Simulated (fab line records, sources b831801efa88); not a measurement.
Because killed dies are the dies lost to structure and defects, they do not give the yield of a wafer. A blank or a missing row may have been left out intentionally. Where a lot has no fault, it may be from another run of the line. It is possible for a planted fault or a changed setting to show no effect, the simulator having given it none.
Matching of chambers    flow gf180mcu    GF_STI_CMP_25 on cmp-02 has 4 sister chambers
The step polishes, stops on Si3N4, t overpolish 33 s, target thk 524.6 nm. 7 wafers are shown with their chamber, then 9 later ones without.

## WAFERS PAIRED WITH THEIR CHAMBERS
wafer   chamber  motorCurrentA (A)  overpolishRunS (s)
L764.1  3        11.7               32.984
L772.4  0        11.3               33.006
L782.5  1        12.6               32.988
L782.6  2        10.0               32.990
L783.2  2        10.0               33.002
L783.3  1        12.5               33.005
L783.5  0        11.3               32.994

## WAFERS WITHOUT THEIR CHAMBER
wafer   motorCurrentA (A)  overpolishRunS (s)
L784.1  11.3               33.010
L784.5  10.2               32.985
L784.6  13.1               32.999
L786.1  13.1               33.017
L786.3  11.0               32.997
L786.4  11.7               32.990
L787.2  11.7               33.001
L787.3  9.1                32.980
L787.5  9.8                32.993

## WHICH CHAMBER EACH WENT THROUGH
wafer    from the rows above   in truth
L784.1   0                     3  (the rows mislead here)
L784.5   2                     2
L784.6   1                     1
L786.1   1                     1
L786.3   0                     0
L786.4   3                     3
L787.2   3                     3
L787.3   2                     2
L787.5   2                     2
Placed correctly: 8 of 9. Can't be placed from these rows: 0. Wrongly placed: 1.
How it was worked out, from the rows above alone: a wafer's distance from a chamber is the root of the sum, over the readings, of the square of ((its reading less the chamber's mean) divided by the reading's scatter). If the next closest chamber is less than 2 further off than the closest, the wafer can't be placed; otherwise it belongs to the closest. The mean given for a chamber averages the wafers shown for that chamber. The scatter is the square root of a quotient: the sum, over the shown wafers, of each reading's squared deviation from its chamber's mean, divided by wafers minus chambers.
